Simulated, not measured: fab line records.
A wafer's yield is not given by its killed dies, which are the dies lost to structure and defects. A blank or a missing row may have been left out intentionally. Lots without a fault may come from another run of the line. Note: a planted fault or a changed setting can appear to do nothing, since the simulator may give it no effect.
fab line records    flow sky130
record: lots: 6  wafers: 18  last-day: 49
route steps=708 shown POLY_GATE@235 LDD_N@237 PAD_OPEN@708
lots untouched by any fault: they come from a run of this same line in which no faults occurred
start-h: start of the lot's first displayed wafer, in hours after the record's first day    wait-h: hours from the lot's prior step to this one    " identical to the entry in the row above    L1.1+2: several wafers, shown together as one row    - either no value or no given start    * or withheld: withheld    < > ~ a bound
route shown NAME@n: names a module that has steps shown in the file, with the first one's number in the route    usual: average and standard deviation across the fault-free wafers    same: alike in all rows    chamber/n: place in a boat    sites: each site's reading    _std_site: how widely they spread, as a standard deviation    _edge_site: the outer-site mean with the inner-site mean subtracted    radius-mm: for every site, how far away it sits from the centre of the wafer    mask NAME#n: copy n    behind: the last tool/chamber to shape the wafer    hold: cause of the lot's hold/its duration in hours/its outcome    device: names the non-switching transistor (n, p or np)    end of line: tests run on the same wafers once the route is complete    step lacking rows: just its recipe    killed: at the first sort, the dies lost to defects and structure; wafer yield is something else    map: shows each die of a wafer: x if killed, . if not, _ if none is there
set.NAME: setting as actually run; set.NAME@STEP: the setting as run at that earlier step    model.NAME: the simulator's own value behind a step, which no gauge read
a table for each step, a row for each wafer; lots at some steps of the route
services: when a tool's chamber went out of use (start-h, in hours from the record's first day, below 0 if earlier), for how many hours, and the reason
== steps ==
step: SKY_POLY_GATE_THK_MEAS_21
recipe: reads: SiO2_of_POLY_GATE_OXIDATION_20
usual: POLY_GATE_OXIDATION_THK: 3.99/0.072
lot.wafer  tool           chamber  start-h  wait-h  POLY_GATE_OXIDATION_THK[nm]
L921.2     film-metro-04  -        366.29   0.0     4.04
L921.5     "              -        "        "       3.99
L921.6     "              -        "        "       3.94
L925.2     film-metro-04  -        408.94   0.0     3.87
L925.3     "              -        "        "       3.89
L925.6     "              -        "        "       3.97
L930.3     film-metro-02  -        453.25   0.0     3.98
L930.4     "              -        "        "       4.06
L930.5     "              -        "        "       4.00
L933.2     film-metro-04  -        478.69   0.0     4.09
L933.4     "              -        "        "       4.15
L933.5     "              -        "        "       4.12
L939.1     film-metro-01  -        543.78   0.0     3.90
L939.4     "              -        "        "       3.90
L939.6     "              -        "        "       3.96
L941.1     film-metro-01  -        555.08   0.0     4.09
L941.3     "              -        "        "       4.07
L941.5     "              -        "        "       4.09
step: SKY_POLY_GATE_CD_MEAS_22
usual: cd-nm: 149.1/2.5
lot.wafer  tool       chamber  start-h  wait-h  cd-nm
L921.2     cd-sem-01  -        366.36   0.1     148.9
L921.5     "          -        "        "       146.9
L921.6     "          -        "        "       146.2
L925.2     cd-sem-01  -        409.01   0.1     150.1
L925.3     "          -        "        "       149.8
L925.6     "          -        "        "       151.9
L930.3     cd-sem-01  -        453.35   0.1     151.9
L930.4     "          -        "        "       147.9
L930.5     "          -        "        "       149.6
L933.2     cd-sem-01  -        478.77   0.1     150.0
L933.4     "          -        "        "       148.7
L933.5     "          -        "        "       145.6
L939.1     cd-sem-01  -        543.84   0.1     147.4
L939.4     "          -        "        "       147.7
L939.6     "          -        "        "       147.7
L941.1     cd-sem-01  -        555.14   0.1     151.7
L941.3     "          -        "        "       153.4
L941.5     "          -        "        "       152.1
step: SKY_LDD_N_DEHYDRATE_00
recipe: temp-c: 200  time-s: 60
step: SKY_LDD_N_HMDS_01
recipe: prime-time-s: 60  prime-temp-c: 120
step: SKY_LDD_N_COAT_02
recipe: resist: NOVOLAK  spin-rpm: 3000  resist-thk-nm: 300
step: SKY_LDD_N_SOFTBAKE_03
recipe: temp-c: 90  time-s: 60  resist: NOVOLAK
step: SKY_LDD_N_EXPOSE_04
recipe: mask-id: NTM  target-cd-nm: 840  na: 0.6  source-shape: conventional  sigma-outer: 0.6  dose-mj: 110
step: SKY_LDD_N_PEB_05
recipe: temp-c: withheld  time-s: *  resist: NOVOLAK
step: SKY_LDD_N_DEVELOP_06
recipe: develop-time-s: 60  dev-temp-c: 23
step: SKY_LDD_N_OVL_MEAS_07
usual: LDD_N_OVL: -0.1/1.3
lot.wafer  tool        chamber  start-h  wait-h  LDD_N_OVL[nm]
L921.2     overlay-01  -        394.56   0.1     -1.3
L921.5     "           -        "        "       -1.0
L921.6     "           -        "        "       -0.3
L925.2     overlay-02  -        439.91   0.1     1.9
L925.3     "           -        "        "       1.3
L925.6     "           -        "        "       2.0
L930.3     overlay-02  -        483.95   0.1     -2.3
L930.4     "           -        "        "       0.0
L930.5     "           -        "        "       0.1
L933.2     overlay-02  -        508.99   0.1     -2.3
L933.4     "           -        "        "       -0.6
L933.5     "           -        "        "       -1.1
L939.1     overlay-01  -        573.10   0.1     0.5
L939.4     "           -        "        "       1.5
L939.6     "           -        "        "       1.5
L941.1     overlay-02  -        584.65   0.1     1.6
L941.3     "           -        "        "       1.3
L941.5     "           -        "        "       1.3
step: SKY_LDD_N_IMPLANT_08
recipe: species: As  energy-kev: 20  dose-cm2: 7.5e+13  tilt-deg: withheld  rotation-deg: 23
step: SKY_LDD_N_IMPLANT_09
recipe: species: As  energy-kev: 20  dose-cm2: 7.5e+13  tilt-deg: withheld  rotation-deg: 113
step: SKY_LDD_N_IMPLANT_10
recipe: species: As  energy-kev: 20  dose-cm2: 7.5e+13  tilt-deg: withheld  rotation-deg: 203
usual: beam-on-s: 9.99/0.18  dose-ions-cm2: 7.499e+13/8.3e+10  faraday-current-uA: 423/7.8
lot.wafer  tool          chamber  start-h  wait-h  beam-on-s  dose-ions-cm2  faraday-current-uA
L921.2     implanter-03  0        394.91   0.1     9.82       7.503e+13      430
L921.5     "             0        "        "       10.01      7.503e+13      424
L921.6     "             0        "        "       10.09      7.496e+13      419
L925.2     implanter-01  0        440.26   0.1     10.01      7.502e+13      424
L925.3     "             0        "        "       10.06      7.5e+13        419
L925.6     "             0        "        "       10.04      7.498e+13      422
L930.3     implanter-01  0        484.32   0.1     41.32      3.733e+14      508
L930.4     "             0        "        "       42.46      3.7304e+14     496
L930.5     "             0        "        "       41.71      3.7319e+14     503
L933.2     implanter-01  0        509.35   0.1     41.75      3.7318e+14     507
L933.4     "             0        "        "       40.80      3.73e+14       517
L933.5     "             0        "        "       40.75      3.7308e+14     513
L939.1     implanter-01  0        573.44   0.1     10.14      7.496e+13      415
L939.4     "             0        "        "       10.06      7.506e+13      421
L939.6     "             0        "        "       9.89       7.509e+13      430
L941.1     implanter-01  0        584.99   0.1     9.93       7.496e+13      426
L941.3     "             0        "        "       10.12      7.497e+13      415
L941.5     "             0        "        "       9.80       7.489e+13      432
step: SKY_LDD_N_IMPLANT_11
recipe: species: As  energy-kev: 20  dose-cm2: 7.5e+13  tilt-deg: withheld  rotation-deg: 293
step: SKY_LDD_N_IMPLANT_12
recipe: species: BF2  energy-kev: 50  dose-cm2: 5e+12  tilt-deg: 30  rotation-deg: 0
step: SKY_LDD_N_IMPLANT_13
recipe: species: BF2  energy-kev: 50  dose-cm2: 5e+12  tilt-deg: 30  rotation-deg: 90
step: SKY_LDD_N_IMPLANT_14
recipe: species: BF2  energy-kev: 50  dose-cm2: 5e+12  tilt-deg: 30  rotation-deg: 180
step: SKY_LDD_N_IMPLANT_15
recipe: species: BF2  energy-kev: 50  dose-cm2: 5e+12  tilt-deg: 30  rotation-deg: 270
step: SKY_LDD_N_STRIP_16
recipe: chemistry: O2/N2  power-w: 1400  pressure-mtorr: 1500  platen-temp-c: withheld  o2-flow-sccm: 3000  n2-flow-sccm: 300  overash-fraction: 0.5
usual: drypump-motor-current-A: 5.8/0.55  oes-product-au: 0.406/0.0043  strip-time-to-endpoint-s: 4.314/0.016
same: overash-fraction: 0.5
lot.wafer  tool             chamber  start-h  wait-h  drypump-motor-current-A  oes-product-au  rf-hours-counter-h  strip-time-to-endpoint-s
L921.2     plasma-asher-01  0        395.79   0.1     6.4                      0.408           59                  4.288
L921.5     "                1        "        "       6.3                      0.409           -                   4.311
L921.6     "                0        "        "       6.5                      0.397           -                   4.303
L925.2     plasma-asher-03  0        441.14   0.1     5.9                      0.407           1                   4.316
L925.3     "                1        "        "       6.2                      0.409           -                   4.342
L925.6     "                0        "        "       5.9                      0.410           -                   4.326
L930.3     plasma-asher-02  0        485.20   0.1     5.5                      0.402           -                   5.059
L930.4     "                1        "        "       4.9                      0.401           -                   5.060
L930.5     "                0        "        "       5.5                      0.409           -                   5.063
L933.2     plasma-asher-02  0        510.22   0.1     5.5                      0.410           38                  5.083
L933.4     "                0        "        "       5.5                      0.406           -                   5.070
L933.5     "                0        "        "       5.5                      0.408           -                   5.048
L939.1     plasma-asher-02  1        575.46   0.1     4.9                      0.396           45                  4.311
L939.4     "                0        "        "       5.5                      0.407           -                   4.320
L939.6     "                0        "        "       5.5                      0.407           -                   4.309
L941.1     plasma-asher-02  0        585.89   0.1     5.5                      0.400           46                  4.282
L941.3     "                1        "        "       4.9                      0.397           -                   4.295
L941.5     "                1        "        "       4.9                      0.408           -                   4.317
step: SKY_LDD_N_TW_MEAS_17
usual: LDD_N_TW: 2590/27
lot.wafer  tool           chamber  start-h  wait-h  hold                      LDD_N_TW
L921.2     film-metro-04  -        395.90   0.1     -                         2623
L921.5     "              -        "        "       -                         2622
L921.6     "              -        "        "       -                         2617
L925.2     film-metro-03  -        441.25   0.1     -                         2559
L925.3     "              -        "        "       -                         2556
L925.6     "              -        "        "       -                         2538
L930.3     film-metro-02  -        485.29   0.1     await-dispo/0.2h/release  2882
L930.4     "              -        "        "       await-dispo/0.2h/release  2885
L930.5     "              -        "        "       await-dispo/0.2h/release  2882
L930.3     film-metro-02  -        485.52   0.2     -                         2878
L930.4     "              -        "        "       -                         2888
L930.5     "              -        "        "       -                         2893
L933.2     film-metro-03  -        510.33   0.1     await-dispo/0.2h/release  2840
L933.4     "              -        "        "       await-dispo/0.2h/release  2849
L933.5     "              -        "        "       await-dispo/0.2h/release  2850
L933.2     film-metro-03  -        510.56   0.2     -                         2844
L933.4     "              -        "        "       -                         2837
L933.5     "              -        "        "       -                         2845
L939.1     film-metro-04  -        575.56   0.1     -                         2623
L939.4     "              -        "        "       -                         2607
L939.6     "              -        "        "       -                         2618
L941.1     film-metro-02  -        585.99   0.1     -                         2586
L941.3     "              -        "        "       -                         2586
L941.5     "              -        "        "       -                         2592
step: SKY_PAD_OPEN_PROBE_99
usual: killed_at_M0_to_M3: 44/7.8  killed_at_M4_up: 2.9/1.7  killed-at-contacts: 24/5.4  killed-at-front-end: 15/4.5  killed-at-other: 0.3/0.55  killed-dies: 87/10  killed-open: 48/7.4  killed-short: 39/5.9
same: gross-dies: 492  killed-at-back-side: 0
lot.wafer  tool       chamber  start-h  wait-h  killed_at_M0_to_M3  killed_at_M4_up  killed-at-contacts  killed-at-front-end  killed-at-other  killed-dies  killed-open  killed-short  model.etest.tip-n.rs-ohm-sq  model.etest.nfet_01v8.r-on-ohm-um  model.etest.nfet_01v8_swapped.drive-ua-um  model.etest.nfet_01v8_turned.drive-ua-um  model.etest.nfet_01v8_lvt.drive-ua-um  model.etest.nfet_01v8.drive-ua-um  model.etest.sram-nfet-pass.drive-ua-um  model.etest.nfet_01v8_swapped.off-log10-a-um
L921.2     prober-02  -        1072.67  0.1     44                  2                24                  13                   0                83           48           35            439                          825.6                              512.9                                      503.7                                     573.6                                  503.3                              502.3                                   -13.45
L921.5     prober-02  -        1072.82  0.2     44                  4                21                  12                   1                82           42           40            440.7                        805.7                              529.2                                      524.2                                     598.5                                  527                                522.5                                   -13.33
L921.6     prober-02  -        1072.87  0.2     45                  3                25                  21                   1                95           51           44            443.4                        813.1                              518.5                                      520.8                                     591.2                                  518.7                              514                                     -13.43
L925.2     prober-02  -        1100.56  0.1     56                  4                27                  14                   0                101          55           46            445.4                        819.1                              513                                        516.8                                     582.3                                  517.4                              485.7                                   -13.57
L925.3     prober-02  -        1100.61  0.2     55                  4                18                  17                   1                95           50           45            445.8                        832.8                              512.5                                      506.9                                     577.3                                  505.9                              514.7                                   -13.29
L925.6     prober-02  -        1100.76  0.2     60                  2                17                  14                   0                93           48           45            446.5                        831                                499.5                                      503.4                                     572.4                                  503.8                              486.4                                   -13.44
L930.3     prober-01  -        1127.30  0.2     38                  2                25                  16                   0                81           37           44            302.6                        799.3                              531.9                                      534.4                                     593.8                                  522.5                              507.6                                   -13.17
L930.4     prober-01  -        1127.35  0.2     40                  3                17                  18                   0                78           39           39            305.2                        766.4                              549.5                                      548.2                                     607.7                                  539.8                              519                                     -13.16
L930.5     prober-01  -        1127.40  0.2     56                  2                24                  13                   0                95           48           47            305.3                        788.6                              539.6                                      539.1                                     600.4                                  535.3                              518.2                                   -13.22
L933.2     prober-01  -        1141.84  0.1     47                  2                18                  18                   0                85           50           35            305.2                        773.1                              548                                        550.9                                     610.1                                  537                                501.4                                   -13.17
L933.4     prober-01  -        1141.94  0.2     43                  3                25                  17                   0                88           50           38            308.8                        757.1                              552.6                                      552.6                                     620                                    547.3                              523.1                                   -13.19
L933.5     prober-01  -        1141.99  0.2     49                  0                22                  33                   0                104          58           46            306.2                        756                                552.6                                      554.2                                     625.6                                  553.5                              522.8                                   -13.03
L939.1     prober-01  -        1186.12  0.1     48                  3                21                  11                   1                84           49           35            438.3                        840.7                              499.9                                      500                                       569.7                                  492                                476.5                                   -13.35
L939.4     prober-01  -        1186.27  0.2     34                  4                23                  14                   0                75           43           32            438.9                        821.4                              496.5                                      498.6                                     574.9                                  498.3                              490.6                                   -13.39
L939.6     prober-01  -        1186.37  0.2     39                  4                18                  9                    0                70           37           33            444.4                        841.8                              489.8                                      482.9                                     556.7                                  485.1                              461.6                                   -13.42
L941.1     prober-01  -        1186.92  0.1     44                  1                35                  17                   0                97           51           46            439.6                        821.8                              515.2                                      513.4                                     585.2                                  516.1                              504.4                                   -13.24
L941.3     prober-01  -        1187.02  0.2     44                  2                29                  7                    0                82           46           36            441.2                        843.2                              510.5                                      509.9                                     583                                    511.3                              504.3                                   -13.34
L941.5     prober-01  -        1187.12  0.2     32                  2                30                  9                    0                73           36           37            441.6                        832.5                              511.8                                      509.1                                     583.5                                  516                                511.3                                   -13.26
killed by level:class
L921.2 VIA1:geometric-particle:open=12 LI_CONTACT:geometric-particle:open=11 CONTACT:geometric-particle:open=7 VIA2:geometric-particle:open=6 VIA1:geometric-particle:short=5 METAL1:geometric-particle:short=5 FIELD_ISO:geometric-particle:short=4 VIA2:geometric-particle:short=4
L921.5 CONTACT:geometric-particle:open=8 METAL1:geometric-particle:short=8 VIA1:geometric-particle:short=8 VIA1:geometric-particle:open=8 VIA2:geometric-particle:open=8 FIELD_ISO:geometric-particle:open=4 LI_CONTACT:geometric-particle:open=4 CONTACT:geometric-particle:short=4
L921.6 FIELD_ISO:geometric-particle:open=10 VIA1:geometric-particle:open=9 VIA2:geometric-particle:open=9 CONTACT:geometric-particle:short=8 LI_CONTACT:geometric-particle:open=6 CONTACT:geometric-particle:open=5 VIA2:geometric-particle:short=5 VIA1:geometric-particle:short=5
L925.2 VIA1:geometric-particle:open=14 LI_CONTACT:geometric-particle:open=13 VIA2:geometric-particle:open=9 VIA1:geometric-particle:short=7 CONTACT:geometric-particle:open=6 CONTACT:geometric-particle:short=6 METAL1:geometric-particle:short=6 METAL2:geometric-particle:short=5
L925.3 VIA1:geometric-particle:open=14 METAL1:geometric-particle:short=8 VIA3:geometric-particle:open=7 CONTACT:geometric-particle:open=7 LI_CONTACT:geometric-particle:open=5 VIA3:geometric-particle:short=5 FIELD_ISO:geometric-particle:short=4 VIA2:geometric-particle:short=4
L925.6 VIA1:geometric-particle:open=15 VIA3:geometric-particle:open=10 METAL2:geometric-particle:short=9 VIA1:geometric-particle:short=7 FIELD_ISO:geometric-particle:short=5 VIA2:geometric-particle:open=5 LOCAL_INTERCONNECT:geometric-particle:short=4 CONTACT:geometric-particle:open=4
L930.3 VIA1:geometric-particle:open=11 CONTACT:geometric-particle:short=9 METAL2:geometric-particle:short=6 CONTACT:geometric-particle:open=6 VIA1:geometric-particle:short=6 FIELD_ISO:geometric-particle:open=4 LI_CONTACT:geometric-particle:open=4 METAL1:geometric-particle:short=4
L930.4 VIA1:geometric-particle:open=8 POLY_GATE:geometric-particle:open=6 METAL1:geometric-particle:short=6 FIELD_ISO:geometric-particle:short=5 FIELD_ISO:geometric-particle:open=5 VIA2:geometric-particle:open=5 LI_CONTACT:geometric-particle:short=4 METAL2:geometric-particle:short=4
L930.5 CONTACT:geometric-particle:open=11 VIA1:geometric-particle:open=11 VIA2:geometric-particle:open=10 METAL1:geometric-particle:short=8 VIA1:geometric-particle:short=7 POLY_GATE:geometric-particle:short=5 VIA3:geometric-particle:open=5 METAL2:geometric-particle:short=5
L933.2 VIA1:geometric-particle:open=12 CONTACT:geometric-particle:open=8 VIA3:geometric-particle:open=8 FIELD_ISO:geometric-particle:open=7 METAL1:geometric-particle:short=7 METAL2:geometric-particle:short=6 LOCAL_INTERCONNECT:geometric-particle:short=6 VIA2:geometric-particle:open=5
L933.4 CONTACT:geometric-particle:open=10 METAL2:geometric-particle:short=8 VIA2:geometric-particle:open=8 FIELD_ISO:geometric-particle:open=6 VIA3:geometric-particle:open=6 POLY_GATE:geometric-particle:open=5 LI_CONTACT:geometric-particle:open=5 VIA1:geometric-particle:short=5
L933.5 CONTACT:geometric-particle:open=14 VIA1:geometric-particle:open=14 FIELD_ISO:geometric-particle:open=10 FIELD_ISO:geometric-particle:short=9 METAL2:geometric-particle:short=8 VIA2:geometric-particle:open=5 METAL3:geometric-particle:short=5 POLY_GATE:geometric-particle:short=4
L939.1 VIA1:geometric-particle:open=13 VIA3:geometric-particle:open=8 LI_CONTACT:geometric-particle:open=6 CONTACT:geometric-particle:open=6 LOCAL_INTERCONNECT:geometric-particle:short=5 VIA2:geometric-particle:open=5 METAL2:geometric-particle:short=4 VIA3:geometric-particle:short=4
L939.4 CONTACT:geometric-particle:open=13 VIA1:geometric-particle:open=7 VIA3:geometric-particle:open=6 POLY_GATE:geometric-particle:short=5 VIA1:geometric-particle:short=5 LI_CONTACT:geometric-particle:open=4 VIA2:geometric-particle:open=4 METAL4:geometric-particle:short=4
L939.6 METAL1:geometric-particle:short=8 CONTACT:geometric-particle:open=7 VIA1:geometric-particle:open=7 VIA3:geometric-particle:open=6 LI_CONTACT:geometric-particle:open=5 CONTACT:geometric-particle:short=3 VIA1:geometric-particle:short=3 METAL2:geometric-particle:short=3
L941.1 CONTACT:geometric-particle:open=15 LI_CONTACT:geometric-particle:open=9 VIA1:geometric-particle:short=9 VIA1:geometric-particle:open=8 CONTACT:geometric-particle:short=7 VIA3:geometric-particle:open=7 FIELD_ISO:geometric-particle:short=5 METAL2:geometric-particle:short=5
L941.3 LI_CONTACT:geometric-particle:open=12 METAL2:geometric-particle:short=9 CONTACT:geometric-particle:open=9 VIA1:geometric-particle:open=8 VIA1:geometric-particle:short=6 METAL1:geometric-particle:short=5 LI_CONTACT:geometric-particle:short=4 METAL1:geometric-particle:open=4
L941.5 CONTACT:geometric-particle:short=9 VIA1:geometric-particle:open=9 LI_CONTACT:geometric-particle:open=7 CONTACT:geometric-particle:open=6 METAL2:geometric-particle:short=6 LOCAL_INTERCONNECT:geometric-particle:short=5 VIA3:geometric-particle:open=4 FIELD_ISO:geometric-particle:short=3
== services ==
tool             chamber  start-h  hours  kind
plasma-asher-03  -        375.22   11.3   repair
plasma-asher-01  -        375.27   1.5    repair
implanter-03     -        399.10   2.0    repair
plasma-asher-03  -        421.25   9.0    pm
plasma-asher-03  0        421.25   9.0    vent-cycle
plasma-asher-03  1        421.25   9.0    vent-cycle
implanter-01     -        426.83   2.1    pm
plasma-asher-03  0        430.25   -      clean
plasma-asher-03  1        430.25   -      clean
implanter-01     -        480.23   3.6    repair
plasma-asher-03  -        505.99   1.4    repair
plasma-asher-01  -        528.51   5.8    repair
plasma-asher-02  -        559.86   2.8    pm
implanter-01     -        576.89   5.4    pm
== key ==
first-sign: step: SKY_LDD_N_IMPLANT_10  reading: dose-ions-cm2  direction: up  sigmas: 99+  usual: *  struck: *
effect: step: SKY_LDD_N_IMPLANT_10  reading: beam-on-s  direction: up  sigmas: 99+  usual: 9.99  struck: 41.47
effect: step: SKY_LDD_N_STRIP_16  reading: strip-time-to-endpoint-s  direction: up  sigmas: 47  usual: *  struck: *
effect: step: SKY_LDD_N_TW_MEAS_17  reading: visit  direction: added
effect: step: SKY_LDD_N_TW_MEAS_17  reading: LDD_N_TW  direction: up  sigmas: 10  usual: 2590  struck: 2865
model-effect: step: SKY_PAD_OPEN_PROBE_99  value: etest.tip-n.rs-ohm-sq  without: 439.6  struck: 305.5
met-at SKY_LDD_N_IMPLANT_10
struck-wafers L930.3,L930.4,L930.5,L933.2,L933.4,L933.5
tester-left-out L930,L933
onset-between 440.26 484.32
fault: kind: process-parameter-drift  tool: implanter-01  chamber: -  onset-h: 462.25  steps: SKY_LDD_N_IMPLANT_10  channel: dose-cm2  offset: *  shape: step  end-h: 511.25  acts-in: *  stated: *
tester-left-out: of these lots the tester's yield and bins aren't shown, on N5 and GAA mostly nor the transistor test; their killed dies are dies lost to structure and defects alone, not to doping, threshold or leakage, so they don't give the yield
